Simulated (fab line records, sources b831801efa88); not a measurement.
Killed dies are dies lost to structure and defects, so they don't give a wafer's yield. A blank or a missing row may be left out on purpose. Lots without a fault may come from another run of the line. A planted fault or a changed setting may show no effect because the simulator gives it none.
Which tool did it? | flow sky130 | 24 lots, 72 wafers sampled, at 4 steps of a route of 708

WHAT THE GAUGES READ, wafer by wafer
SKY_SONOS_ONO_OVL_MEAS_14. Usual: SONOS_ONO_OVL -1.2 nm, standard deviation 1.3.
lot  | measured     | on         | SONOS_ONO_OVL (nm) | flag
L074 | day 12 05:53 | overlay-02 | -0.4 -0.5 -0.8     |
L075 | day 12 13:10 | overlay-01 | -4.0 -2.7 -3.5     |
L076 | day 12 22:07 | overlay-01 | -2.5 -1.6 -0.8     |
L077 | day 13 19:49 | overlay-01 | -1.0 -1.1 -1.4     |
L078 | day 14 03:12 | overlay-02 | -1.1 -0.4 -0.2     |
L079 | day 14 03:26 | overlay-02 | 0.9 0.7 -0.3       |
L080 | day 14 16:52 | overlay-02 | -0.3 -0.1 -0.9     |
L081 | day 15 06:00 | overlay-01 | -1.5 -1.4 0.7      |
L082 | day 15 06:01 | overlay-02 | -0.3 0.3 0.1       |
L083 | day 15 14:34 | overlay-02 | -2.0 -0.8 -0.5     |
L084 | day 16 07:35 | overlay-01 | -0.9 -0.2 -1.1     |
L085 | day 16 10:16 | overlay-02 | -2.0 -2.0 -1.3     |
L086 | day 16 10:31 | overlay-01 | -1.6 -2.2 -2.2     |
L087 | day 16 22:33 | overlay-01 | 0.7 -0.8 -0.4      |
L088 | day 17 01:34 | overlay-01 | -0.2 -1.0 -0.7     |
L089 | day 17 18:34 | overlay-02 | -0.5 -0.2 1.0      |
L090 | day 18 04:22 | overlay-02 | 0.0 -2.0 -1.4      |
L091 | day 18 05:47 | overlay-01 | -3.0 -0.9 -2.0     |
L093 | day 19 14:56 | overlay-02 | -0.8 -1.5 -0.2     |
L092 | day 19 18:38 | overlay-01 | 0.2 1.7 0.3        |
L094 | day 19 22:22 | overlay-02 | -2.1 -2.5 -1.0     |
L095 | day 19 23:40 | overlay-02 | -1.2 -0.9 -0.7     |
L096 | day 20 11:31 | overlay-01 | -3.6 -4.6 -5.2     |
L097 | day 20 23:33 | overlay-02 | -0.3 -0.9 -2.2     |

SKY_METAL1_RS_MEAS_05: measures by four-point-probe. Usual: METAL1_ALCU_RS 0.1269 ohm/sq, standard deviation 0.0015.
lot  | measured     | on            | METAL1_ALCU_RS (ohm/sq) | flag
L074 | day 31 00:47 | film_metro-01 | 0.1273 0.1286 0.1274    |
L075 | day 31 06:52 | film_metro-01 | 0.1256 0.1257 0.1267    |
L076 | day 32 01:35 | film_metro-03 | 0.1263 0.1281 0.1284    |
L077 | day 32 14:41 | film_metro-04 | 0.1267 0.1273 0.1270    |
L078 | day 32 23:40 | film_metro-03 | 0.1299 0.1296 0.1287    |
L079 | day 33 03:23 | film_metro-01 | 0.1269 0.1260 0.1263    |
L080 | day 33 17:41 | film_metro-01 | 0.1264 0.1255 0.1260    |
L081 | day 34 01:34 | film_metro-01 | 0.1295 0.1301 0.1288    |
L082 | day 34 02:57 | film_metro-04 | 0.1259 0.1267 0.1256    |
L083 | day 34 10:34 | film_metro-04 | 0.1237 0.1251 0.1258    |
L084 | day 34 20:43 | film_metro-01 | 0.1294 0.1285 0.1281    |
L085 | day 35 03:52 | film_metro-01 | 0.1289 0.1276 0.1271    |
L086 | day 35 03:28 | film_metro-03 | 0.1291 0.1277 0.1284    |
L087 | day 35 16:47 | film_metro-04 | 0.1283 0.1282 0.1279    |
L088 | day 35 17:37 | film_metro-04 | 0.1282 0.1281 0.1301    |
L089 | day 36 06:20 | film_metro-01 | 0.1251 0.1249 0.1247    |
L090 | day 36 17:32 | film_metro-03 | 0.1254 0.1267 0.1259    |
L091 | day 36 18:45 | film_metro-04 | 0.1250 0.1268 0.1267    |
L093 | day 38 20:33 | film_metro-01 | 0.1282 0.1282 0.1276    |
L092 | day 38 22:35 | film_metro-04 | 0.1270 0.1269 0.1279    |
L094 | day 38 21:12 | film_metro-03 | 0.1262 0.1260 0.1271    |
L095 | day 38 23:16 | film_metro-04 | 0.1244 0.1239 0.1239    |
L096 | day 39 00:50 | film_metro-03 | 0.1256 0.1246 0.1258    |
L097 | day 39 06:26 | film_metro-01 | 0.1263 0.1262 0.1257    |

SKY_METAL1_OVL_MEAS_16. Usual: METAL1_OVL 2 nm, standard deviation 5.2.
lot  | measured     | on         | METAL1_OVL (nm) | flag
L074 | day 32 03:30 | overlay-01 | -4 -3 -5        |
L075 | day 32 10:56 | overlay-02 | 10 15 1         |
L076 | day 33 05:16 | overlay-01 | -1 4 -2         |
L077 | day 33 17:40 | overlay-01 | -3 -4 -7        |
L078 | day 34 02:01 | overlay-01 | 3 12 8          |
L079 | day 34 04:39 | overlay-02 | 0 4 4           |
L080 | day 34 18:46 | overlay-01 | 9 11 15         |
L081 | day 35 02:37 | overlay-01 | -1 -4 -3        |
L082 | day 35 04:43 | overlay-01 | 0 7 7           |
L083 | day 35 12:49 | overlay-02 | 0 -3 -1         |
L084 | day 35 23:04 | overlay-02 | 2 5 -2          |
L085 | day 36 05:52 | overlay-01 | 3 10 9          |
L086 | day 36 04:33 | overlay-02 | 8 10 9          |
L087 | day 36 18:27 | overlay-02 | -5 -5 1         |
L088 | day 36 19:31 | overlay-01 | 12 2 4          |
L089 | day 37 08:43 | overlay-01 | 3 4 1           |
L090 | day 37 19:29 | overlay-02 | -2 0 -6         |
L091 | day 37 20:52 | overlay-01 | -5 0 0          |
L093 | day 39 21:11 | overlay-01 | 3 6 0           |
L092 | day 39 22:46 | overlay-02 | 2 -2 -3         |
L094 | day 39 22:25 | overlay-01 | 6 8 5           |
L095 | day 39 23:58 | overlay-02 | 5 8 3           |
L096 | day 40 01:55 | overlay-02 | -1 -4 -5        |
L097 | day 40 07:14 | overlay-02 | -3 -2 -1        |

WHICH TOOL RAN EACH LOT (tool, then ch and the chambers of the sampled wafers, then the start)
lot  | SKY_METAL1_SPUTTER_04
L074 | pvd_sputter-01, day 31 00:43
L075 | pvd_sputter-04, day 31 06:47
L076 | pvd_sputter-03, day 32 01:32
L077 | pvd_sputter-01, day 32 14:37
L078 | pvd_sputter-01, day 32 23:37
L079 | pvd_sputter-04, day 33 03:20
L080 | pvd_sputter-04, day 33 17:38
L081 | pvd_sputter-01, day 34 01:31
L082 | pvd_sputter-04, day 34 02:55
L083 | pvd_sputter-03, day 34 10:28
L084 | pvd_sputter-01, day 34 20:40
L085 | pvd_sputter-04, day 35 03:47
L086 | pvd_sputter-01, day 35 03:25
L087 | pvd_sputter-03, day 35 16:44
L088 | pvd_sputter-01, day 35 17:32
L089 | pvd_sputter-03, day 36 06:17
L090 | pvd_sputter-03, day 36 17:27
L091 | pvd_sputter-04, day 36 18:40
L093 | pvd_sputter-01, day 38 20:26
L092 | pvd_sputter-01, day 38 22:31
L094 | pvd_sputter-04, day 38 21:09
L095 | pvd_sputter-03, day 38 23:13
L096 | pvd_sputter-03, day 39 00:46
L097 | pvd_sputter-03, day 39 06:19
- SKY_METAL1_SPUTTER_04: material TiN, target thk 70 nm, time 58.3 s.

WHAT THE TOOLS THEMSELVES READ (means of the sampled wafers that have a number; where no wafer has one, the mark that the record gives instead)
SKY_METAL1_SPUTTER_04. Usual: throttle_valve_pct 29.9 %, standard deviation 1.2.
lot  | tool           | throttle_valve_pct (%) | flag
L074 | pvd_sputter-01 | 30.2                   |
L075 | pvd_sputter-04 | 29.2                   |
L076 | pvd_sputter-03 | 28.1                   |
L077 | pvd_sputter-01 | 30.7                   |
L078 | pvd_sputter-01 | 30.0                   |
L079 | pvd_sputter-04 | 29.9                   |
L080 | pvd_sputter-04 | 30.4                   |
L081 | pvd_sputter-01 | 30.7                   |
L082 | pvd_sputter-04 | 30.4                   |
L083 | pvd_sputter-03 | 30.9                   |
L084 | pvd_sputter-01 | 30.6                   |
L085 | pvd_sputter-04 | 30.8                   |
L086 | pvd_sputter-01 | 30.1                   |
L087 | pvd_sputter-03 | 30.0                   |
L088 | pvd_sputter-01 | 30.6                   |
L089 | pvd_sputter-03 | 29.3                   |
L090 | pvd_sputter-03 | 29.4                   |
L091 | pvd_sputter-04 | 29.0                   |
L093 | pvd_sputter-01 | 30.1                   |
L092 | pvd_sputter-01 | 30.5                   |
L094 | pvd_sputter-04 | 30.4                   |
L095 | pvd_sputter-03 | 28.2                   |
L096 | pvd_sputter-03 | 30.1                   |
L097 | pvd_sputter-03 | 30.1                   |

THE ANSWER, worked out from the rows above alone
Rule: a lot is off if the mean of its wafers that have a number lies more than 3 standard deviations from the usual mean. A lot without any number at a reading at which 4 lots or more have one is off too. The other lots that the step has rows for count as sound. The gauges are gone through in route order, then the tools' own readings, and for those a lot's mean is taken as printed above. The first step at which some lot is off is used, and at that step the reading that is off furthest; a lot without a number counts as furthest.
No lot is off at any reading shown: from this, nothing can be told.

WHAT THE SIMULATOR HAD PUT IN
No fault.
